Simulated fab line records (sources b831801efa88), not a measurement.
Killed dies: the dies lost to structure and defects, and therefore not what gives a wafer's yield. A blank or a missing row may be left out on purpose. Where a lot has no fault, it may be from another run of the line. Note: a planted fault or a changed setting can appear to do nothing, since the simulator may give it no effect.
Which tool is to blame? + flow sky130 + 33 wafers sampled from 11 lots at 1 step of a route of 708

## WHAT THE GAUGES READ, wafer by wafer
SKY_METAL2_OVL_MEAS_16. Usual: METAL2_OVL 0 nm, standard deviation 5.1.
| lot  | measured     | on         | METAL2_OVL (nm) | flag |
|------|--------------|------------|-----------------|------|
| L134 | day 35 19:04 | overlay-01 | -7 -3 -3        |      |
| L135 | day 36 08:38 | overlay-01 | -2 0 -1         |      |
| L137 | day 36 20:23 | overlay-02 | -7 -1 -9        |      |
| L138 | day 36 22:45 | overlay-02 | 9 7 0           |      |
| L139 | day 37 10:47 | overlay-01 | 0 1 0           |      |
| L148 | day 39 22:34 | overlay-01 | -5 6 -1         |      |
| L149 | day 40 12:05 | overlay-02 | 4 14 4          |      |
| L150 | day 40 16:35 | overlay-01 | -14 -7 -14      |      |
| L153 | day 41 04:05 | overlay-02 | 2 5 1           |      |
| L154 | day 41 19:23 | overlay-02 | -1 -8 2         |      |
| L156 | day 42 12:57 | overlay-02 | 5 1 9           |      |

## EACH LOT AND THE TOOL THAT RAN IT (in order: tool; ch and the chambers of the sampled wafers; start)
No process step before these readings appears in the record.

## AS READ BY THE TOOLS THEMSELVES (means over the sampled wafers that have a number; for cases with no such wafer, the mark the record gives instead)
The record holds no such reading with a usual standard deviation.

## THE ANSWER, worked out from the rows above alone
Rule: a lot is off if the mean of its wafers that have a number lies more than 3 standard deviations from the usual mean. A lot without any number at a reading at which 4 lots or more have one is off too. All remaining lots with rows at the step are treated as sound. Order of review: gauges by route order, followed by the tools' own readings, for which a lot's mean as printed above is used. At the first step where some lot is off, the reading lying furthest off is the one used; lots without a number count as furthest.
No lot is off at any reading shown: from this, nothing can be told.

## WHAT THE SIMULATOR HAD INSERTED
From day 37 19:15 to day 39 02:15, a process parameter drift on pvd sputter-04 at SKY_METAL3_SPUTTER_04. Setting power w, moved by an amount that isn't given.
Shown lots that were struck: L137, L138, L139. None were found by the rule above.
